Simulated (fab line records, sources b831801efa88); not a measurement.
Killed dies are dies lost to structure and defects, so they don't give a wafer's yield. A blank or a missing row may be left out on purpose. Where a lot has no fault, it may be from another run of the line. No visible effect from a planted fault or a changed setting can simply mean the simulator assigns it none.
A struck lot beside a sound one ; flow sky130 ; 17 out of 708 route steps
Sound: these wafers, L214.2, L214.3, L214.4. The struck wafers were L230.2, L230.6. Last of all comes the cause.
Per side, at each step with rows, come the tool, then ch with its chambers, and then its first start. Under that, the readings that differ: sound wafers ; struck wafers ; difference of the means ; sigmas: that difference in standard deviations of wafers without a fault.
alike: words and numbers the same on both sides, and readings whose means are apart by under 2 such deviations; not compared: readings that were withheld, readings missing a value for some wafer, numbers with overlapping values and no deviation given by the record, and bounds like >300 which may hide the same value.
Wherever a step has rows on one side only, a row that says differs or no value, or a row with sigmas, the two part there. Numbers that have no deviation but don't overlap get no sigmas and don't part them. Lack of a reading on every wafer of one side parts them only where that side has two or more wafers.

first, 5 steps without rows for these wafers: SKY_SD_N_COAT_02 (resist thk 1140 nm); SKY_SD_N_SOFTBAKE_03 (time 60 s); SKY_SD_N_EXPOSE_04 (exposes mask NSDM, target cd 380 nm); SKY_SD_N_PEB_05; SKY_SD_N_DEVELOP_06 (develop time 60 s).
SKY_SD_N_CD_MEAS_07: the cd target is 380 nm.
  sound: cd sem-01 at day 27 19:54; struck: cd sem-02 at day 33 07:33
  alike: cd nm
SKY_SD_N_OVL_MEAS_08:
  sound: overlay-01 at day 27 20:00; struck: overlay-01 at day 33 07:39
  alike: SD_N_OVL
then, 2 steps without rows for these wafers: SKY_SD_N_IMPLANT_09; SKY_SD_N_IMPLANT_10.
SKY_SD_N_STRIP_11: strips in O2/N2.
  sound on plasma asher-01 ch 0,1, day 27 20:20; struck on plasma asher-02 ch 1, day 33 07:59
reading;sound;struck;difference;sigmas
drypump motor current A (A);5.7 5.8 5.6;4.8 4.8;-0.9;-2
oes product au (a.u.);0.522 0.538 0.533;0.515 0.524;-0.011;-2
  alike: strip time to endpoint s
  not compared: rf hours counter h
SKY_SD_N_TW_MEAS_12:
  sound: film metro-04 at day 27 20:26; struck: film metro-04 at day 33 08:05
  alike: SD_N_TW
then, 1 step without rows for these wafers: SKY_SD_N_CLEAN_13 (cleans in SC1/SC2, time 150 s).
SKY_SD_N_RTA_14: time 2 s.
  sound on rtp anneal-02 ch 0, day 27 20:33; struck on rtp anneal-02 ch 0, day 33 08:13
reading;sound;struck;difference;sigmas
wafer_temp_C_max;1078.6 1078.2 1080.4;1083.5 1085.4;+5.4;+4
  alike: lamp power pct, ramp down c per s
SKY_SD_N_RS_MEAS_16: measurement is done with a four-point probe.
  sound: film metro-04 at day 27 20:44; struck: film metro-02 at day 33 08:23
reading;sound;struck;difference;sigmas
SD_N_RS (ohm/sq);68.48 68.64 68.73;67.52 67.56;-1.08;-7
SKY_SD_N_RS_MEAS_17: measurement is done with a four-point probe.
  sound: film metro-04 at day 27 20:52; struck: film metro-02 at day 33 08:31
reading;sound;struck;difference;sigmas
SD_P_RS (ohm/sq);147.1 146.8 147.2;142.2 142.2;-4.8;-12
SKY_SD_N_RS_MEAS_18: measurement is done with a four-point probe.
  sound: film metro-04 at day 27 20:59; struck: film metro-02 at day 33 08:38
  alike: RES_XHIGH_RS
-- here the record skips 16 days between the struck wafers' starts before and after, leaving off in module SD_N and picking up in module PAD_OPEN (first step shown: number 708 of the route) --
SKY_PAD_OPEN_PROBE_99:
  sound: prober-01 at day 45 18:09; struck: prober-02 at day 49 12:43
reading;sound;struck;difference;sigmas
model.etest.res pdiff.line ohm um;1362 1361 1361;1365 1391;+17;
model.etest.licon high po.rc ohm;336.8 343 336.9;330.4 334.7;-6.4;
model.etest.res high po.rs ohm sq;268 263.2 267.6;261.6 258;-6.5;
model.etest.res pdiff.rs ohm sq;193.6 193.2 194.2;195.5 195.2;+1.7;
  alike: killed_at_M0_to_M3, killed_at_M4_up, killed at contacts, killed at front end, killed at other, killed dies, killed open, killed short
  not compared: model.etest.res high po.line ohm um, model.etest.res pdiff hv.rs ohm sq

WHERE THEY PART
At SKY_SD_N_STRIP_11 first; at SKY_SD_N_RS_MEAS_17 last (within this record only). Later steps at which nothing parts them and some readings are alike: SKY_SD_N_RS_MEAS_18, SKY_PAD_OPEN_PROBE_99.

WHY: whatever the simulator had introduced
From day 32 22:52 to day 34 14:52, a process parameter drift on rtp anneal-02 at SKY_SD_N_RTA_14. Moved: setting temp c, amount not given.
